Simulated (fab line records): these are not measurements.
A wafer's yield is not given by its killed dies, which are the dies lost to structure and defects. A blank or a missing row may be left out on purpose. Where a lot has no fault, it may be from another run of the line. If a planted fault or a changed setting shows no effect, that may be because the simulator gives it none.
A single fault, viewed from 2 desks	flow gf180mcu	each desk holds nothing but its own numbers, with what lay behind them at the end

METROLOGY DESK
What the gauges read, lot by lot, whatever tool the lot ran on: means of the sampled wafers that have a number. A lot is out of limits, marked OUT, if its mean lies more than 4 standard deviations from the usual mean; the brackets give that distance.
Columns: A = NSD_TW at GF_NSD_TW_MEAS_12, usual 4273; B = NSD_RS at GF_PSD_RS_MEAS_14, usual 46.19 ohm/sq; C = V1_CVD_02_THK at GF_V1_THK_MEAS_03, usual 852 nm
lot	first seen here	A	B	C
L265	day 13 09:02	4281	46.11	854
L267	day 13 23:38	4260	46.38	856
L268	day 14 04:01	4286	46.20	851
L274	day 16 10:44	4256	46.22	854
L276	day 17 06:19	4284	46.22	847
L277	day 17 15:18	4296	46.20	857
L279	day 18 05:43	4269	46.17	848
L281	day 18 19:38	4485 (+12) OUT	42.46 (-44) OUT	843
L282	day 19 06:39	4284	46.17	846
L283	day 19 14:11	4507 (+13) OUT	42.42 (-45) OUT	850
L288	day 21 06:38	4278	46.08	857
Finding of this desk: L281, L283 out of limits, first seen on L281 at day 18 19:38 (NSD_TW at GF_NSD_TW_MEAS_12). Within limits: L265, L267, L268, L274, L276, L277, L279, L282, L288.

AT THE TOOL OWNER'S DESK: implanter-03
For each lot that ran on this tool, the mean over its sampled wafers that have a number, from the tool's own readings at GF_NSD_IMPLANT_09. A lot is out of limits, marked OUT, if its mean lies more than 4 standard deviations from the usual mean; the brackets give that distance.
Columns: A = beam_energy_keV at GF_NSD_IMPLANT_09, usual 60.003
lot	first seen here	A
L265	day 13 08:38	59.989
L268	day 14 03:37	59.990
L276	day 17 05:55	60.037
L277	day 17 14:56	59.973
L279	day 18 05:21	60.011
L281	day 18 19:14	74.782 (+99 or more) OUT
L283	day 19 13:48	74.798 (+99 or more) OUT
Finding of this desk: L281, L283 out of limits; the first was L281 at day 18 19:14, on beam_energy_keV at GF_NSD_IMPLANT_09. Within limits: L265, L268, L276, L277, L279.

BROUGHT TOGETHER
At day 18 19:14, on L281, L283, the tool owner's desk was in a position to raise an alarm.
Metrology desk: alarm possible at day 18 19:38 on L281, L283.
Of the lots named, all ran GF_NSD_IMPLANT_09 on implanter-03.

WHAT HAD BEEN PUT IN BY THE SIMULATOR
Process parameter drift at GF_NSD_IMPLANT_09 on implanter-03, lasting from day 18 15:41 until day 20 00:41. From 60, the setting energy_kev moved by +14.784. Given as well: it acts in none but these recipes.
Lots struck among those shown: L281, L283.
Hours from the fault's start to each desk's first reading out of limits: the tool owner's desk, 4; the metrology desk, 4.
